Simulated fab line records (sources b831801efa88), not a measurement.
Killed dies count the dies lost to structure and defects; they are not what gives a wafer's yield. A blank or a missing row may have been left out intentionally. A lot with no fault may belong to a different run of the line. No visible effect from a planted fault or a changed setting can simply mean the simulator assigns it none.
A struck lot beside a sound one / flow gf180mcu / 17 out of 602 route steps
Sound: these wafers, L465.1, L465.3, L465.4. Struck: wafer L482.1 (left out: L482.3, a lot-mate that was not struck); the cause follows at the end.
For every step that has rows: the tool of each side, followed by ch and its chambers, followed by its first start. Under that, the readings that differ: sound wafers / struck wafers / difference of the means / sigmas: that difference in standard deviations of wafers without a fault.
alike: words and numbers the same on both sides, and readings whose means are apart by under 2 such deviations; not compared: readings that were withheld, readings missing a value for some wafer, numbers with overlapping values and no deviation given by the record, and bounds like >300 which may hide the same value.
The two part at a step that has a row with sigmas, a row that says differs or no value, or rows on one side only. Numbers that don't overlap but have no deviation are shown without sigmas and don't part them. A reading missing from all wafers of one side parts the sides only when that side holds two or more wafers.

first, 1 step without rows for these wafers: GF_STI_DEVELOP_11 (develop time 60 s).
GF_STI_CD_MEAS_12: target cd 220 nm.
  struck on cd_sem-01, day 6 03:59; sound on cd_sem-01, day 2 13:43
  alike: cd_nm
GF_STI_ETCH_13: etches the open film in CHF3/O2, stops on Si, target depth 282.31 nm, time 112.9 s.
  sound on rie_diel-03 ch 0,2,3, day 2 13:50; struck on rie_diel-04 ch 2, day 6 04:07
  alike: drypump_motor_current_A, oes_product_au, rf_fwd_power_W, throttle_valve_pct
  not compared: rf_hours_counter_h
GF_STI_ETCH_14: etches Si in HBr/Cl2/O2, target depth 360 nm, time 102.9 s.
  sound on rie_si-01 ch 1,2, day 2 13:55; struck on rie_si-02 ch 3, day 6 04:11
  alike: drypump_motor_current_A, oes_product_au, rf_fwd_power_W, throttle_valve_pct
  not compared: rf_hours_counter_h
GF_STI_STRIP_15: strips in O2/N2.
  sound on plasma_asher-04 ch 0,1, day 2 13:59; struck on plasma_asher-04 ch 1, day 6 04:16
  alike: drypump_motor_current_A, heater_power_w, oes_product_au, strip_time_to_endpoint_s
  not compared: rf_hours_counter_h
then, 6 steps without rows for these wafers: GF_STI_CLEAN_16 (cleans in dHF, time 25 s); GF_STI_WET_ETCH_17 (etches Si3N4 in H3PO4, target depth 45 nm, time 514 s); GF_STI_CLEAN_18 (cleans in SC1/SC2, time 150 s); GF_STI_CLEAN_19 (cleans in dHF, time 20 s); GF_STI_WET_ETCH_20 (etches SiO2 in dHF, target depth 20 nm, time 400 s); GF_STI_OXIDATION_21 (stabilise 600 s, purge 300 s, target thk 15 nm).
GF_STI_THK_MEAS_22:
  struck on film_metro-01, day 6 06:16; sound on film_metro-03, day 2 15:34
  alike: STI_OXIDATION_01_THK
GF_STI_CVD_23: deposits SiO2, target thk 650 nm, time 108.3 s.
  sound on hdpcvd-02 ch 0,2, day 2 15:37; struck on hdpcvd-02 ch 0, day 6 06:20
reading=model.SiO2_of_STI_CVD_23.thk_nm (nm); sound=652 660.4 661.5; struck=924.6; difference=+266.6; sigmas=
  alike: susceptor_temp_C
GF_STI_THK_MEAS_24:
  struck on film_metro-03, day 6 06:24; sound on film_metro-02, day 2 15:42
reading=STI_CVD_23_THK (nm); sound=652 660 661; struck=926; difference=+268; sigmas=+35
GF_STI_CMP_25: polishes, stops on Si3N4, t overpolish 33 s, target thk 524.6 nm.
  sound on cmp-01 ch 1,2,3, day 2 15:49; struck on cmp-01 ch 2, day 6 06:34
reading=time_to_endpoint_s (s); sound=124 125 123; struck=174; difference=+50; sigmas=+10
  alike: motor_current_A
then, 1 step without rows for these wafers: GF_STI_WET_ETCH_26 (etches SiO2 in dHF, target depth 94 nm, time 188 s).
GF_PASSIVATION_PROBE_99:
  the record holds rows for the sound wafers here (prober-01, day 29 20:49) but none for the struck ones

WHERE THEY PART
Last at GF_PASSIVATION_PROBE_99 as far as this record goes, first at GF_STI_THK_MEAS_24.

WHY: whatever the simulator had introduced
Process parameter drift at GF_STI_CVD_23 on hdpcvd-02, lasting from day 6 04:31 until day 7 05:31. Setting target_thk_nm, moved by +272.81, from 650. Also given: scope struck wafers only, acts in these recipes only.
